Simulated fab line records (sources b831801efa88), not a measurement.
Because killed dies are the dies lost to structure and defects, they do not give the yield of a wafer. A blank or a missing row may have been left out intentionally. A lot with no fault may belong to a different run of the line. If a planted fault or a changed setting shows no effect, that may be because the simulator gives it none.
fab line records || flow sky130 || part 2 of 2: steps 26 to 38 of 38
[record] {"lots": 5, "wafers": 15, "last_day": 50}
route steps=708 shown METAL2@484 VIA2@507
lots that met no fault: taken from a fault-free run of the same line
start_h: hours from the record's first day to the start of the lot's first wafer shown || wait_h: hours elapsed since this lot's preceding step || " unchanged from the row above || L1.1+2: several wafers, shown together as one row || - no value present, or no start provided || * or withheld: withheld || < > ~ a bound
route shown NAME@n: names a module that has steps shown in the file, with the first one's number in the route || usual: average and standard deviation across the fault-free wafers || same: alike in all rows || chamber/n: place in a boat || sites: the reading at each site || _std_site: how widely they spread, as a standard deviation || _edge_site: mean of outer sites minus mean of inner sites || radius_mm: for every site, how far away it sits from the centre of the wafer || mask NAME#n: copy n || behind: the last tool/chamber to shape the wafer || hold: the reason the lot was held/the length of the hold in hours/how it ended || device: the n, p or np transistor that did not switch || end of line: the same wafers' tests at the end of the route || where a step has no rows: the recipe by itself || killed: dies that structure and defects cost at the first sort, which is not the same as the wafer's yield || map: a wafer's dies, marking killed ones x, the rest . and places with no die _
set.NAME: the run value of the setting; set.NAME@STEP: its run value at that earlier step || model.NAME: the simulator's own value behind a step, which no gauge read
lots at selected steps of the route; one table per step, one row per wafer
services: when a tool's chamber went out of use (start_h, in hours from the record's first day, below 0 if earlier), for how many hours, and the reason
[[steps]]
[step SKY_VIA2_CMP_02]
[recipe] {"material": "SiO2", "down_force_psi": 4, "platen_rpm": 60, "pad_velocity_m_s": 0.94248}
[usual] {"motor_current_A": "12.0/1.2"}
{"lot.wafer": "L080.2", "tool": "cmp-02", "chamber": 3, "start_h": 862.00, "wait_h": 0.0, "motor_current_A": 12.9}
{"lot.wafer": "L080.1", "tool": "cmp-02", "chamber": 2, "start_h": 862.00, "wait_h": 0.0, "motor_current_A": 11.0}
{"lot.wafer": "L080.6", "tool": "cmp-02", "chamber": 0, "start_h": 862.00, "wait_h": 0.0, "motor_current_A": 13.4}
{"lot.wafer": "L082.3", "tool": "cmp-02", "chamber": 2, "start_h": 891.94, "wait_h": 0.0, "motor_current_A": 10.9}
{"lot.wafer": "L082.4", "tool": "cmp-02", "chamber": 3, "start_h": 891.94, "wait_h": 0.0, "motor_current_A": 12.4}
{"lot.wafer": "L082.1", "tool": "cmp-02", "chamber": 0, "start_h": 891.94, "wait_h": 0.0, "motor_current_A": 13.3}
{"lot.wafer": "L085.2", "tool": "cmp-02", "chamber": 1, "start_h": 900.48, "wait_h": 0.0, "motor_current_A": 13.4}
{"lot.wafer": "L085.1", "tool": "cmp-02", "chamber": 0, "start_h": 900.48, "wait_h": 0.0, "motor_current_A": 13.5}
{"lot.wafer": "L085.6", "tool": "cmp-02", "chamber": 1, "start_h": 900.48, "wait_h": 0.0, "motor_current_A": 12.6}
{"lot.wafer": "L089.2", "tool": "cmp-02", "chamber": 0, "start_h": 934.59, "wait_h": 0.1, "motor_current_A": 13.7}
{"lot.wafer": "L089.3", "tool": "cmp-02", "chamber": 1, "start_h": 934.59, "wait_h": 0.1, "motor_current_A": 12.9}
{"lot.wafer": "L089.5", "tool": "cmp-02", "chamber": 0, "start_h": 934.59, "wait_h": 0.1, "motor_current_A": 13.1}
{"lot.wafer": "L097.4", "tool": "cmp-02", "chamber": 2, "start_h": 989.05, "wait_h": 0.1, "motor_current_A": 10.8}
{"lot.wafer": "L097.5", "tool": "cmp-02", "chamber": 1, "start_h": 989.05, "wait_h": 0.1, "motor_current_A": 12.5}
{"lot.wafer": "L097.6", "tool": "cmp-02", "chamber": 2, "start_h": 989.05, "wait_h": 0.1, "motor_current_A": 10.3}
[step SKY_VIA2_BOW_MEAS_03]
[recipe] {"mode": "bow"}
[usual] {"VIA2_BOW": "84/7.1"}
{"lot.wafer": "L080.1", "tool": "film_metro-02", "chamber": "-", "start_h": 862.30, "wait_h": 0.1, "VIA2_BOW[um]": 77}
{"lot.wafer": "L080.2", "tool": "film_metro-02", "chamber": "-", "start_h": 862.30, "wait_h": 0.1, "VIA2_BOW[um]": 85}
{"lot.wafer": "L080.6", "tool": "film_metro-02", "chamber": "-", "start_h": 862.30, "wait_h": 0.1, "VIA2_BOW[um]": 68}
{"lot.wafer": "L082.1", "tool": "film_metro-04", "chamber": "-", "start_h": 892.24, "wait_h": 0.1, "VIA2_BOW[um]": 87}
{"lot.wafer": "L082.3", "tool": "film_metro-04", "chamber": "-", "start_h": 892.24, "wait_h": 0.1, "VIA2_BOW[um]": 98}
{"lot.wafer": "L082.4", "tool": "film_metro-04", "chamber": "-", "start_h": 892.24, "wait_h": 0.1, "VIA2_BOW[um]": 81}
{"lot.wafer": "L085.1", "tool": "film_metro-04", "chamber": "-", "start_h": 900.78, "wait_h": 0.1, "VIA2_BOW[um]": 84}
{"lot.wafer": "L085.2", "tool": "film_metro-04", "chamber": "-", "start_h": 900.78, "wait_h": 0.1, "VIA2_BOW[um]": 75}
{"lot.wafer": "L085.6", "tool": "film_metro-04", "chamber": "-", "start_h": 900.78, "wait_h": 0.1, "VIA2_BOW[um]": 84}
{"lot.wafer": "L089.2", "tool": "film_metro-04", "chamber": "-", "start_h": 934.86, "wait_h": 0.2, "VIA2_BOW[um]": 80}
{"lot.wafer": "L089.3", "tool": "film_metro-04", "chamber": "-", "start_h": 934.86, "wait_h": 0.2, "VIA2_BOW[um]": 82}
{"lot.wafer": "L089.5", "tool": "film_metro-04", "chamber": "-", "start_h": 934.86, "wait_h": 0.2, "VIA2_BOW[um]": 92}
{"lot.wafer": "L097.4", "tool": "film_metro-03", "chamber": "-", "start_h": 989.36, "wait_h": 0.3, "VIA2_BOW[um]": 89}
{"lot.wafer": "L097.5", "tool": "film_metro-03", "chamber": "-", "start_h": 989.36, "wait_h": 0.3, "VIA2_BOW[um]": 87}
{"lot.wafer": "L097.6", "tool": "film_metro-03", "chamber": "-", "start_h": 989.36, "wait_h": 0.3, "VIA2_BOW[um]": 96}
[step SKY_VIA2_DEHYDRATE_04]
[recipe] {"temp_c": 200, "time_s": 60}
[same] {"time_s": 60}
{"lot.wafer": "L080.1+2+6", "tool": "litho_track-04", "chamber": 0, "start_h": 875.38, "wait_h": 13.1}
{"lot.wafer": "L082.1+3+4", "tool": "litho_track-03", "chamber": 0, "start_h": 905.04, "wait_h": 12.8}
{"lot.wafer": "L085.1+2+6", "tool": "litho_track-03", "chamber": 0, "start_h": 913.04, "wait_h": 12.2}
{"lot.wafer": "L089.2+3+5", "tool": "litho_track-01", "chamber": 0, "start_h": 945.45, "wait_h": 10.6}
{"lot.wafer": "L097.4+5+6", "tool": "litho_track-01", "chamber": 0, "start_h": 1000.05, "wait_h": 10.7}
[step SKY_VIA2_HMDS_05]
[recipe] {"prime_time_s": 60, "prime_temp_c": 120}
{"lot.wafer": "L080.1+2+6", "tool": "litho_track-04", "chamber": 0, "start_h": 875.53, "wait_h": 0.1}
{"lot.wafer": "L082.1+3+4", "tool": "litho_track-03", "chamber": 0, "start_h": 905.19, "wait_h": 0.1}
{"lot.wafer": "L085.1+2+6", "tool": "litho_track-03", "chamber": 0, "start_h": 913.19, "wait_h": 0.1}
{"lot.wafer": "L089.2+3+5", "tool": "litho_track-01", "chamber": 0, "start_h": 945.60, "wait_h": 0.1}
{"lot.wafer": "L097.4+5+6", "tool": "litho_track-01", "chamber": 0, "start_h": 1000.20, "wait_h": 0.1}
[step SKY_VIA2_COAT_06]
[recipe] {"resist": "BARC", "temp_c": "withheld", "time_s": "withheld", "spin_rpm": 3000, "resist_thk_nm": 60}
{"lot.wafer": "L080.1+2+6", "tool": "litho_track-04", "chamber": 0, "start_h": 875.68, "wait_h": 0.1}
{"lot.wafer": "L082.1+3+4", "tool": "litho_track-03", "chamber": 0, "start_h": 905.34, "wait_h": 0.1}
{"lot.wafer": "L085.1+2+6", "tool": "litho_track-03", "chamber": 0, "start_h": 913.34, "wait_h": 0.1}
{"lot.wafer": "L089.2+3+5", "tool": "litho_track-01", "chamber": 0, "start_h": 945.75, "wait_h": 0.1}
{"lot.wafer": "L097.4+5+6", "tool": "litho_track-01", "chamber": 0, "start_h": 1000.35, "wait_h": 0.1}
[step SKY_VIA2_COAT_07]
[recipe] {"resist": "KrF-thick", "spin_rpm": 3000, "resist_thk_nm": 450}
{"lot.wafer": "L080.1+2+6", "tool": "litho_track-04", "chamber": 0, "start_h": "-", "wait_h": "-"}
{"lot.wafer": "L082.1+3+4", "tool": "litho_track-03", "chamber": 0, "start_h": "-", "wait_h": "-"}
{"lot.wafer": "L085.1+2+6", "tool": "litho_track-03", "chamber": 0, "start_h": "-", "wait_h": "-"}
{"lot.wafer": "L089.2+3+5", "tool": "litho_track-01", "chamber": 0, "start_h": "-", "wait_h": "-"}
{"lot.wafer": "L097.4+5+6", "tool": "litho_track-01", "chamber": 0, "start_h": "-", "wait_h": "-"}
[step SKY_VIA2_SOFTBAKE_08]
[recipe] {"temp_c": 100, "time_s": 90, "resist": "KrF-thick"}
[same] {"time_s": 90}
{"lot.wafer": "L080.1+2+6", "tool": "litho_track-04", "chamber": 0, "start_h": "-", "wait_h": "-"}
{"lot.wafer": "L082.1+3+4", "tool": "litho_track-03", "chamber": 0, "start_h": "-", "wait_h": "-"}
{"lot.wafer": "L085.1+2+6", "tool": "litho_track-03", "chamber": 0, "start_h": "-", "wait_h": "-"}
{"lot.wafer": "L089.2+3+5", "tool": "litho_track-01", "chamber": 0, "start_h": "-", "wait_h": "-"}
{"lot.wafer": "L097.4+5+6", "tool": "litho_track-01", "chamber": 0, "start_h": "-", "wait_h": "-"}
[step SKY_VIA2_EXPOSE_09]
[recipe] {"mask_id": "VIM2", "na": 0.8, "source_shape": "annular", "sigma_inner": 0.55, "sigma_outer": 0.85, "target_cd_nm": 200, "dose_mj": 38}
{"lot.wafer": "L080.1+2+6", "tool": "krf_scanner-02", "chamber": 0, "start_h": "-", "wait_h": "-", "mask": "VIM2#0"}
{"lot.wafer": "L082.1+3+4", "tool": "krf_scanner-01", "chamber": 0, "start_h": "-", "wait_h": "-", "mask": "VIM2#0"}
{"lot.wafer": "L085.1+2+6", "tool": "krf_scanner-02", "chamber": 0, "start_h": "-", "wait_h": "-", "mask": "VIM2#0"}
{"lot.wafer": "L089.2+3+5", "tool": "krf_scanner-02", "chamber": 0, "start_h": "-", "wait_h": "-", "mask": "VIM2#0"}
{"lot.wafer": "L097.4+5+6", "tool": "krf_scanner-02", "chamber": 0, "start_h": "-", "wait_h": "-", "mask": "VIM2#0"}
[step SKY_VIA2_PEB_10]
[recipe] {"peb_temp_c": "withheld", "peb_time_s": "withheld", "resist": "KrF-thick"}
{"lot.wafer": "L080.1+2+6", "tool": "litho_track-04", "chamber": 0, "start_h": "-", "wait_h": "-"}
{"lot.wafer": "L082.1+3+4", "tool": "litho_track-04", "chamber": 0, "start_h": "-", "wait_h": "-"}
{"lot.wafer": "L085.1+2+6", "tool": "litho_track-04", "chamber": 0, "start_h": "-", "wait_h": "-"}
{"lot.wafer": "L089.2+3+5", "tool": "litho_track-01", "chamber": 0, "start_h": "-", "wait_h": "-"}
{"lot.wafer": "L097.4+5+6", "tool": "litho_track-01", "chamber": 0, "start_h": "-", "wait_h": "-"}
[step SKY_VIA2_DEVELOP_11]
[recipe] {"develop_time_s": 60, "resist": "KrF-thick", "dev_temp_c": 21}
{"lot.wafer": "L080.1+2+6", "tool": "litho_track-04", "chamber": 0, "start_h": "-", "wait_h": "-"}
{"lot.wafer": "L082.1+3+4", "tool": "litho_track-04", "chamber": 0, "start_h": "-", "wait_h": "-"}
{"lot.wafer": "L085.1+2+6", "tool": "litho_track-04", "chamber": 0, "start_h": "-", "wait_h": "-"}
{"lot.wafer": "L089.2+3+5", "tool": "litho_track-01", "chamber": 0, "start_h": "-", "wait_h": "-"}
{"lot.wafer": "L097.4+5+6", "tool": "litho_track-01", "chamber": 0, "start_h": "-", "wait_h": "-"}
[step SKY_VIA2_CD_MEAS_12]
[recipe] {"target_cd_nm": 200}
[usual] {"cd_nm": "200.4/1.5"}
{"lot.wafer": "L080.1", "tool": "cd_sem-02", "chamber": "-", "start_h": 888.33, "wait_h": "-", "cd_nm": 199.2}
{"lot.wafer": "L080.2", "tool": "cd_sem-02", "chamber": "-", "start_h": 888.33, "wait_h": "-", "cd_nm": 199.3}
{"lot.wafer": "L080.6", "tool": "cd_sem-02", "chamber": "-", "start_h": 888.33, "wait_h": "-", "cd_nm": 198.3}
{"lot.wafer": "L082.1", "tool": "cd_sem-02", "chamber": "-", "start_h": 917.38, "wait_h": "-", "cd_nm": 202.2}
{"lot.wafer": "L082.3", "tool": "cd_sem-02", "chamber": "-", "start_h": 917.38, "wait_h": "-", "cd_nm": 202.0}
{"lot.wafer": "L082.4", "tool": "cd_sem-02", "chamber": "-", "start_h": 917.38, "wait_h": "-", "cd_nm": 201.3}
{"lot.wafer": "L085.1", "tool": "cd_sem-01", "chamber": "-", "start_h": 926.63, "wait_h": "-", "cd_nm": 198.2}
{"lot.wafer": "L085.2", "tool": "cd_sem-01", "chamber": "-", "start_h": 926.63, "wait_h": "-", "cd_nm": 200.2}
{"lot.wafer": "L085.6", "tool": "cd_sem-01", "chamber": "-", "start_h": 926.63, "wait_h": "-", "cd_nm": 199.2}
{"lot.wafer": "L089.2", "tool": "cd_sem-01", "chamber": "-", "start_h": 959.00, "wait_h": "-", "cd_nm": 199.9}
{"lot.wafer": "L089.3", "tool": "cd_sem-01", "chamber": "-", "start_h": 959.00, "wait_h": "-", "cd_nm": 200.2}
{"lot.wafer": "L089.5", "tool": "cd_sem-01", "chamber": "-", "start_h": 959.00, "wait_h": "-", "cd_nm": 201.7}
{"lot.wafer": "L097.4", "tool": "cd_sem-01", "chamber": "-", "start_h": 1012.64, "wait_h": "-", "cd_nm": 202.2}
{"lot.wafer": "L097.5", "tool": "cd_sem-01", "chamber": "-", "start_h": 1012.64, "wait_h": "-", "cd_nm": 201.1}
{"lot.wafer": "L097.6", "tool": "cd_sem-01", "chamber": "-", "start_h": 1012.64, "wait_h": "-", "cd_nm": 201.2}
[step SKY_VIA2_OVL_MEAS_13]
[usual] {"VIA2_OVL": "5/6.1"}
{"lot.wafer": "L080.1", "tool": "overlay-01", "chamber": "-", "start_h": 888.45, "wait_h": 0.1, "VIA2_OVL[nm]": 11}
{"lot.wafer": "L080.2", "tool": "overlay-01", "chamber": "-", "start_h": 888.45, "wait_h": 0.1, "VIA2_OVL[nm]": 1}
{"lot.wafer": "L080.6", "tool": "overlay-01", "chamber": "-", "start_h": 888.45, "wait_h": 0.1, "VIA2_OVL[nm]": 1}
{"lot.wafer": "L082.1", "tool": "overlay-02", "chamber": "-", "start_h": 917.50, "wait_h": 0.1, "VIA2_OVL[nm]": 9}
{"lot.wafer": "L082.3", "tool": "overlay-02", "chamber": "-", "start_h": 917.50, "wait_h": 0.1, "VIA2_OVL[nm]": 10}
{"lot.wafer": "L082.4", "tool": "overlay-02", "chamber": "-", "start_h": 917.50, "wait_h": 0.1, "VIA2_OVL[nm]": 7}
{"lot.wafer": "L085.1", "tool": "overlay-01", "chamber": "-", "start_h": 926.75, "wait_h": 0.1, "VIA2_OVL[nm]": 12}
{"lot.wafer": "L085.2", "tool": "overlay-01", "chamber": "-", "start_h": 926.75, "wait_h": 0.1, "VIA2_OVL[nm]": 4}
{"lot.wafer": "L085.6", "tool": "overlay-01", "chamber": "-", "start_h": 926.75, "wait_h": 0.1, "VIA2_OVL[nm]": 1}
{"lot.wafer": "L089.2", "tool": "overlay-01", "chamber": "-", "start_h": 959.10, "wait_h": 0.1, "VIA2_OVL[nm]": 10}
{"lot.wafer": "L089.3", "tool": "overlay-01", "chamber": "-", "start_h": 959.10, "wait_h": 0.1, "VIA2_OVL[nm]": 0}
{"lot.wafer": "L089.5", "tool": "overlay-01", "chamber": "-", "start_h": 959.10, "wait_h": 0.1, "VIA2_OVL[nm]": -3}
{"lot.wafer": "L097.4", "tool": "overlay-02", "chamber": "-", "start_h": 1012.71, "wait_h": 0.1, "VIA2_OVL[nm]": 14}
{"lot.wafer": "L097.5", "tool": "overlay-02", "chamber": "-", "start_h": 1012.71, "wait_h": 0.1, "VIA2_OVL[nm]": 1}
{"lot.wafer": "L097.6", "tool": "overlay-02", "chamber": "-", "start_h": 1012.71, "wait_h": 0.1, "VIA2_OVL[nm]": 14}
[step SKY_VIA2_ETCH_14]
[recipe] {"chemistry": "N2/H2", "target": "BARC", "ion_energy_ev": 200, "source_w": 500, "bias_w": 100, "pressure_mtorr": 30, "n2_flow_sccm": 100, "h2_flow_sccm": 200, "stop_on": "SiO2", "time_s": 48.02, "target_depth_a": 600}
[usual] {"drypump_motor_current_A": "5.6/0.43", "oes_product_au": "0.845/0.0043", "throttle_valve_pct": "13.223/0.0089"}
[same] {"time_s": 48.02}
{"lot.wafer": "L080.1", "tool": "rie_diel-01", "chamber": 0, "start_h": 888.49, "wait_h": 0.0, "drypump_motor_current_A": 6.1, "oes_product_au": 0.840, "rf_hours_counter_h": 9, "throttle_valve_pct": 13.224}
{"lot.wafer": "L080.2", "tool": "rie_diel-01", "chamber": 1, "start_h": 888.49, "wait_h": 0.0, "drypump_motor_current_A": 5.7, "oes_product_au": 0.841, "rf_hours_counter_h": 7, "throttle_valve_pct": 13.231}
{"lot.wafer": "L080.6", "tool": "rie_diel-01", "chamber": 1, "start_h": 888.49, "wait_h": 0.0, "drypump_motor_current_A": 5.7, "oes_product_au": 0.847, "rf_hours_counter_h": "-", "throttle_valve_pct": 13.213}
{"lot.wafer": "L082.1", "tool": "rie_diel-01", "chamber": 3, "start_h": 917.54, "wait_h": 0.0, "drypump_motor_current_A": 4.9, "oes_product_au": 0.848, "rf_hours_counter_h": 12, "throttle_valve_pct": 13.230}
{"lot.wafer": "L082.3", "tool": "rie_diel-01", "chamber": 0, "start_h": 917.54, "wait_h": 0.0, "drypump_motor_current_A": 6.1, "oes_product_au": 0.840, "rf_hours_counter_h": 10, "throttle_valve_pct": 13.234}
{"lot.wafer": "L082.4", "tool": "rie_diel-01", "chamber": 2, "start_h": 917.54, "wait_h": 0.0, "drypump_motor_current_A": 5.8, "oes_product_au": 0.843, "rf_hours_counter_h": 15, "throttle_valve_pct": 13.229}
{"lot.wafer": "L085.1", "tool": "rie_diel-03", "chamber": 2, "start_h": 926.79, "wait_h": 0.0, "drypump_motor_current_A": 5.4, "oes_product_au": 0.844, "rf_hours_counter_h": 15, "throttle_valve_pct": 13.211}
{"lot.wafer": "L085.2", "tool": "rie_diel-03", "chamber": 3, "start_h": 926.79, "wait_h": 0.0, "drypump_motor_current_A": 6.5, "oes_product_au": 0.837, "rf_hours_counter_h": 20, "throttle_valve_pct": 13.221}
{"lot.wafer": "L085.6", "tool": "rie_diel-03", "chamber": 2, "start_h": 926.79, "wait_h": 0.0, "drypump_motor_current_A": 5.4, "oes_product_au": 0.839, "rf_hours_counter_h": "-", "throttle_valve_pct": 13.237}
{"lot.wafer": "L089.2", "tool": "rie_diel-04", "chamber": 2, "start_h": 959.13, "wait_h": 0.0, "drypump_motor_current_A": 5.3, "oes_product_au": 0.845, "rf_hours_counter_h": 11, "throttle_valve_pct": 13.212}
{"lot.wafer": "L089.3", "tool": "rie_diel-04", "chamber": 1, "start_h": 959.13, "wait_h": 0.0, "drypump_motor_current_A": 5.8, "oes_product_au": 0.850, "rf_hours_counter_h": 9, "throttle_valve_pct": 13.237}
{"lot.wafer": "L089.5", "tool": "rie_diel-04", "chamber": 2, "start_h": 959.13, "wait_h": 0.0, "drypump_motor_current_A": 5.2, "oes_product_au": 0.844, "rf_hours_counter_h": "-", "throttle_valve_pct": 13.207}
{"lot.wafer": "L097.4", "tool": "rie_diel-04", "chamber": 2, "start_h": 1012.73, "wait_h": 0.0, "drypump_motor_current_A": 5.3, "oes_product_au": 0.843, "rf_hours_counter_h": 14, "throttle_valve_pct": 13.224}
{"lot.wafer": "L097.5", "tool": "rie_diel-04", "chamber": 1, "start_h": 1012.73, "wait_h": 0.0, "drypump_motor_current_A": 5.8, "oes_product_au": 0.844, "rf_hours_counter_h": "-", "throttle_valve_pct": 13.225}
{"lot.wafer": "L097.6", "tool": "rie_diel-04", "chamber": 2, "start_h": 1012.73, "wait_h": 0.0, "drypump_motor_current_A": 5.3, "oes_product_au": 0.845, "rf_hours_counter_h": "-", "throttle_valve_pct": 13.234}
[[services]]
{"tool": "cmp-02", "chamber": "-", "start_h": 811.71, "hours": 0.8, "kind": "repair"}
{"tool": "cmp-02", "chamber": "-", "start_h": 822.76, "hours": 0.5, "kind": "repair"}
{"tool": "krf_scanner-02", "chamber": "-", "start_h": 825.71, "hours": 1.0, "kind": "pm"}
{"tool": "cmp-02", "chamber": "-", "start_h": 837.45, "hours": 1.7, "kind": "repair"}
{"tool": "hdpcvd-01", "chamber": 1, "start_h": 846.74, "hours": 8.8, "kind": "repair"}
{"tool": "rie_metal-03", "chamber": "-", "start_h": 864.15, "hours": 10.5, "kind": "repair"}
{"tool": "krf_scanner-02", "chamber": "-", "start_h": 867.86, "hours": 1.3, "kind": "pm"}
{"tool": "krf_scanner-02", "chamber": "-", "start_h": 870.29, "hours": 0.9, "kind": "repair"}
{"tool": "rie_metal-04", "chamber": "-", "start_h": 877.82, "hours": 1.9, "kind": "repair"}
{"tool": "rie_metal-04", "chamber": "-", "start_h": 879.28, "hours": 1.8, "kind": "repair"}
{"tool": "pvd_sputter-02", "chamber": "-", "start_h": 884.95, "hours": 8.1, "kind": "repair"}
{"tool": "krf_scanner-02", "chamber": "-", "start_h": 894.55, "hours": 0.9, "kind": "repair"}
{"tool": "pvd_sputter-03", "chamber": "-", "start_h": 897.73, "hours": 1.2, "kind": "repair"}
{"tool": "rie_metal-03", "chamber": 0, "start_h": 898.61, "hours": 4.7, "kind": "repair"}
{"tool": "cmp-02", "chamber": "-", "start_h": 898.97, "hours": 1.1, "kind": "repair"}
{"tool": "krf_scanner-02", "chamber": "-", "start_h": 901.28, "hours": 0.8, "kind": "pm"}
{"tool": "krf_scanner-02", "chamber": "-", "start_h": 904.92, "hours": 3.9, "kind": "repair"}
{"tool": "rie_metal-04", "chamber": "-", "start_h": 952.28, "hours": 1.2, "kind": "repair"}
{"tool": "pvd_sputter-03", "chamber": "-", "start_h": 959.23, "hours": 3.2, "kind": "repair"}
{"tool": "rie_metal-04", "chamber": 1, "start_h": 965.21, "hours": 1.0, "kind": "repair"}
{"tool": "pvd_sputter-03", "chamber": "-", "start_h": 987.32, "hours": 1.5, "kind": "repair"}
{"tool": "pvd_sputter-03", "chamber": "-", "start_h": 988.40, "hours": 4.8, "kind": "repair"}
{"tool": "rie_metal-04", "chamber": 1, "start_h": 994.17, "hours": 3.5, "kind": "repair"}
{"tool": "krf_scanner-02", "chamber": "-", "start_h": 994.71, "hours": 1.0, "kind": "pm"}
